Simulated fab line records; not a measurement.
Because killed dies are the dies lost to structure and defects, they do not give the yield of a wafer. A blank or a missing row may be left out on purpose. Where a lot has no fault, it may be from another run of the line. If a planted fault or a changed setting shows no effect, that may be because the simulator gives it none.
A lot that was struck, set against a sound lot | flow sky130 | 30 steps out of a route of 708
Sound: these wafers, L677.4, L677.5, L677.6. Struck: wafer L693.6 (left out: L693.4, L693.5 of the same lot, which were not struck); the cause appears at the end.
Per side, at each step with rows, come the tool, then ch with its chambers, and then its first start. Under that, the readings that differ: sound wafers | struck wafers | difference of the means | sigmas: that difference in standard deviations of wafers without a fault.
alike: readings whose means differ by less than 2 such deviations, and words and numbers that are the same on both sides. not compared: withheld readings, readings that some wafer has no value for, bounds like >300 that may hide the same value, and numbers for which the record gives no deviation and whose values overlap.
A row with sigmas, a row that says differs or no value, or rows on one side alone: a step with any of these is where the two part. Numbers that have no deviation but don't overlap get no sigmas and don't part them. A reading that every wafer of one side lacks parts them only if that side has two wafers or more.

first, 5 steps without rows for these wafers: SKY_VIA1_ETCH_15 (etches SiO2 in C4F8/O2/Ar, stops on TiN, target depth 351 nm, time 54 s); SKY_VIA1_STRIP_16 (strips in O2/N2); SKY_VIA1_STRIP_17 (strips in post etch residue remover, time 1200 s); SKY_VIA1_CLEAN_18 (cleans in IPA, time 180 s); SKY_VIA1_CLEAN_19 (cleans in O3/DIW).
SKY_VIA1_SPUTTER_20: material TiN, target thk 20 nm, time 80 s.
  struck on pvd-sputter-01, day 39 06:50; sound on pvd-sputter-04, day 35 08:17
  alike: chamber-pressure-pa, throttle-valve-pct
SKY_VIA1_CVD_21: deposits W, target thk 270 nm, time 80.902 s.
  sound on cvd-w-02 ch 0,1, day 35 08:23; struck on cvd-w-01 ch 0, day 39 06:56
  alike: heater-power-w
SKY_VIA1_RS_MEAS_22: uses a four-point probe to measure.
  struck on film-metro-03, day 39 07:04; sound on film-metro-01, day 35 08:30
  alike: VIA1_W_RS
SKY_VIA1_THK_MEAS_23: measures by xrf.
  struck on film-metro-03, day 39 07:09; sound on film-metro-01, day 35 08:35
  reading         | sound       | struck | difference | sigmas
  VIA1_W_THK (nm) | 269 273 270 | 279    | +8         | +2
then, 2 steps without rows for these wafers: SKY_VIA1_CMP_24 (polishes, stops on SiO2, t overpolish 15 s, target thk 0 nm); SKY_METAL2_SPUTTER_00 (material Ti, target thk 15 nm, time 10 s).
SKY_METAL2_SPUTTER_01: material TiN, target thk 20 nm, time 16.7 s.
  struck on pvd-sputter-02, day 39 07:31; sound on pvd-sputter-02, day 35 08:57
  alike: chamber-pressure-pa, throttle-valve-pct
SKY_METAL2_SPUTTER_02: material AlCu, target thk 250 nm, time 13.3 s.
  struck on pvd-sputter-02, day 39 07:32; sound on pvd-sputter-02, day 35 08:58
  reading                                     | sound                | struck | difference | sigmas
  chamber-pressure-pa (Pa)                    | 0.3995 0.4000 0.3997 | 0.4015 | +0.0018    | +2
  model.AlCu_of_METAL2_SPUTTER_02.thk-nm (nm) | 252.2 252.2 251.2    | 482.5  | +230.6     |
  alike: throttle-valve-pct
then, 2 steps without rows for these wafers: SKY_METAL2_SPUTTER_03 (material Ti, target thk 5 nm, time 3.3 s); SKY_METAL2_SPUTTER_04 (material TiN, target thk 70 nm, time 58.3 s).
SKY_METAL2_RS_MEAS_05: uses a four-point probe to measure.
  struck on film-metro-04, day 39 07:58; sound on film-metro-02, day 35 09:07
  reading                 | sound                | struck | difference | sigmas
  METAL2_ALCU_RS (ohm/sq) | 0.1257 0.1256 0.1261 | 0.0648 | -0.0610    | -51
  not compared: hold
SKY_METAL2_THK_MEAS_06: measures by xrf.
  struck on film-metro-04, day 39 10:45; sound on film-metro-02, day 35 09:13
  reading              | sound       | struck | difference | sigmas
  METAL2_ALCU_THK (nm) | 248 246 247 | 475    | +228       | +67
  not compared: hold
then, 7 steps without rows for these wafers: SKY_METAL2_HMDS_08 (prime time 60 s); SKY_METAL2_COAT_09 (resist thk 60 nm); SKY_METAL2_COAT_10 (resist thk 450 nm); SKY_METAL2_SOFTBAKE_11 (time 90 s); SKY_METAL2_EXPOSE_12 (exposes mask MM2, target cd 140 nm); SKY_METAL2_PEB_13; SKY_METAL2_DEVELOP_14 (develop time 60 s).
SKY_METAL2_CD_MEAS_15: the cd target is 140 nm.
  struck on cd-sem-02, day 40 08:39; sound on cd-sem-01, day 36 11:28
  alike: cd-nm
SKY_METAL2_OVL_MEAS_16:
  struck on overlay-02, day 40 08:44; sound on overlay-02, day 36 11:32
  alike: METAL2_OVL
SKY_METAL2_DESCUM_17: chemistry O2, time 8 s.
  sound on rie-metal-01 ch 0,1, day 36 11:34; struck on rie-metal-01 ch 0, day 40 08:46
  alike: drypump-motor-current-A, oes-product-au
  not compared: rf-hours-counter-h
then, 1 step without rows for these wafers: SKY_METAL2_ETCH_18 (etches BARC in N2/H2, stops on SiO2, time 45.9 s, target depth 60 nm).
SKY_METAL2_METAL_ETCH_19: etches the open film in Cl2/BCl3, stops on SiO2, target depth 360 nm, time 78 s.
  sound on rie-metal-01 ch 0,1, day 36 11:41; struck on rie-metal-01 ch 0, day 40 08:52
  reading               | sound             | struck | difference | sigmas
  oes-product-au (a.u.) | 0.851 0.867 0.856 | 1.000  | +0.142     | +25
  alike: drypump-motor-current-A, throttle-valve-pct
  not compared: rf-hours-counter-h
SKY_METAL2_STRIP_20: strips in O2/N2.
  sound on plasma-asher-04 ch 0,1, day 36 11:47; struck on plasma-asher-04 ch 0, day 40 08:58
  alike: drypump-motor-current-A, oes-product-au, strip-time-to-endpoint-s
  not compared: rf-hours-counter-h

== WHERE THEY PART ==
First at SKY_VIA1_THK_MEAS_23; last, within this record, at SKY_METAL2_METAL_ETCH_19. Later steps at which nothing parts them and some readings are alike: SKY_METAL2_STRIP_20.

WHY: the cause the simulator had injected
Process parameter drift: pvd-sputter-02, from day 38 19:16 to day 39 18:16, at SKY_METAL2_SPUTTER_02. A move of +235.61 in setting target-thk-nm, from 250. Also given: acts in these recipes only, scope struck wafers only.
